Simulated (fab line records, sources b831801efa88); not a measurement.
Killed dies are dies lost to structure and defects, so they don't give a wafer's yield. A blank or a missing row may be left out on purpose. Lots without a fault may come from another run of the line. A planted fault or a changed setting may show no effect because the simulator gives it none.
Tool commonality check | flow gf180mcu | 12 lots, 36 wafers sampled

WHY IT WAS OPENED
At GF_HV_LDD_TW_MEAS_38 the reading HV_LDD_3_TW is flagged on 2 of 12 lots. Wafers without a fault read 1432, standard deviation 12.
Rule: a lot is flagged when every wafer of it that has a number lies more than 4 standard deviations from that mean, or none has a number. The other lots count as sound.

lot  | measured     | on            | HV_LDD_3_TW, wafer by wafer | flag
L423 | day 11 12:58 | film_metro-01 | 1440 1438 1441              |
L424 | day 11 23:20 | film_metro-02 | 1436 1442 1436              |
L426 | day 12 20:35 | film_metro-01 | 1427 1439 1433              |
L427 | day 13 01:40 | film_metro-04 | 1416 1417 1419              |
L428 | day 13 09:47 | film_metro-04 | 1416 1414 1423              |
L429 | day 13 16:16 | film_metro-02 | 1449 1449 1450              |
L430 | day 14 07:31 | film_metro-02 | 1455 1448 1445              |
L431 | day 14 11:56 | film_metro-04 | 1419 1413 1419              |
L432 | day 14 16:23 | film_metro-01 | 1436 1447 1441              |
L437 | day 16 07:32 | film_metro-04 | 1417 1418 1409              |
L443 | day 18 05:22 | film_metro-04 | 1579 1575 1578              | FLAGGED
L442 | day 18 07:04 | film_metro-01 | 1604 1590 1597              | FLAGGED
The numbers of the flagged lots are 1587 on average: +155 against the usual, or +13 standard deviations.

WHICH TOOL RAN EACH LOT
The record holds 3 process steps before the reading, out of a route of 602 steps. In each cell: the tool, then ch and the chambers that the sampled wafers went through, then the start.
lot  | flag    | GF_LVPWELL_STRIP_10                 | GF_VT_IMPLANT_RTA_45             | GF_HV_LDD_IMPLANT_34
L423 |         | plasma_asher-04 ch 0,1, day 3 22:00 | rtp_anneal-01 ch 0, day 7 13:39  | implanter-03 ch 0, day 11 12:25
L424 |         | plasma_asher-03 ch 0,1, day 4 03:30 | rtp_anneal-02 ch 0, day 7 21:29  | implanter-01 ch 0, day 11 22:47
L426 |         | plasma_asher-02 ch 0,1, day 4 15:15 | rtp_anneal-02 ch 0, day 8 12:13  | implanter-02 ch 0, day 12 20:02
L427 |         | plasma_asher-04 ch 0,1, day 4 20:51 | rtp_anneal-01 ch 0, day 8 19:53  | implanter-02 ch 0, day 13 01:07
L428 |         | plasma_asher-02 ch 0,1, day 5 00:26 | rtp_anneal-02 ch 0, day 9 00:10  | implanter-02 ch 0, day 13 09:15
L429 |         | plasma_asher-03 ch 0,1, day 5 07:57 | rtp_anneal-02 ch 0, day 9 08:24  | implanter-02 ch 0, day 13 15:43
L430 |         | plasma_asher-04 ch 0,1, day 5 16:08 | rtp_anneal-01 ch 0, day 9 18:37  | implanter-02 ch 0, day 14 06:58
L431 |         | plasma_asher-04 ch 0,1, day 5 20:59 | rtp_anneal-01 ch 0, day 10 00:04 | implanter-02 ch 0, day 14 11:25
L432 |         | plasma_asher-02 ch 0,1, day 6 01:59 | rtp_anneal-02 ch 0, day 10 04:58 | implanter-01 ch 0, day 14 15:52
L437 |         | plasma_asher-02 ch 0,1, day 7 02:49 | rtp_anneal-02 ch 0, day 11 12:14 | implanter-02 ch 0, day 16 07:01
L443 | FLAGGED | plasma_asher-04 ch 0,1, day 8 13:30 | rtp_anneal-02 ch 0, day 13 06:50 | implanter-03 ch 0, day 18 04:49
L442 | FLAGGED | plasma_asher-02 ch 0,1, day 8 13:02 | rtp_anneal-01 ch 0, day 13 05:29 | implanter-01 ch 0, day 18 06:31
What these steps do:
- GF_LVPWELL_STRIP_10: strips in O2/N2.
- GF_VT_IMPLANT_RTA_45: time 30 s.
- GF_HV_LDD_IMPLANT_34
- GF_HV_LDD_TW_MEAS_38

FLAGGED OVER TOTAL, TOOL BY TOOL (the gauges that took the reading come last)
step                 | tool            | lots run | flagged | share of the flagged lots | sound lots run after its first flagged lot
GF_LVPWELL_STRIP_10  | plasma_asher-02 | 5        | 1       | some                      | 0
GF_LVPWELL_STRIP_10  | plasma_asher-03 | 2        | 0       | none                      | -
GF_LVPWELL_STRIP_10  | plasma_asher-04 | 5        | 1       | some                      | 0
GF_VT_IMPLANT_RTA_45 | rtp_anneal-01   | 5        | 1       | some                      | 0
GF_VT_IMPLANT_RTA_45 | rtp_anneal-02   | 7        | 1       | some                      | 0
GF_HV_LDD_IMPLANT_34 | implanter-01    | 3        | 1       | some                      | 0
GF_HV_LDD_IMPLANT_34 | implanter-02    | 7        | 0       | none                      | -
GF_HV_LDD_IMPLANT_34 | implanter-03    | 2        | 1       | some                      | 0
GF_HV_LDD_TW_MEAS_38 | film_metro-01   | 4        | 1       | some                      | 0
GF_HV_LDD_TW_MEAS_38 | film_metro-02   | 3        | 0       | none                      | -
GF_HV_LDD_TW_MEAS_38 | film_metro-04   | 5        | 1       | some                      | 0

WHAT THE TABLE ALLOWS
No row of the table ran every flagged lot.

WHAT THE SIMULATOR HAD PUT IN
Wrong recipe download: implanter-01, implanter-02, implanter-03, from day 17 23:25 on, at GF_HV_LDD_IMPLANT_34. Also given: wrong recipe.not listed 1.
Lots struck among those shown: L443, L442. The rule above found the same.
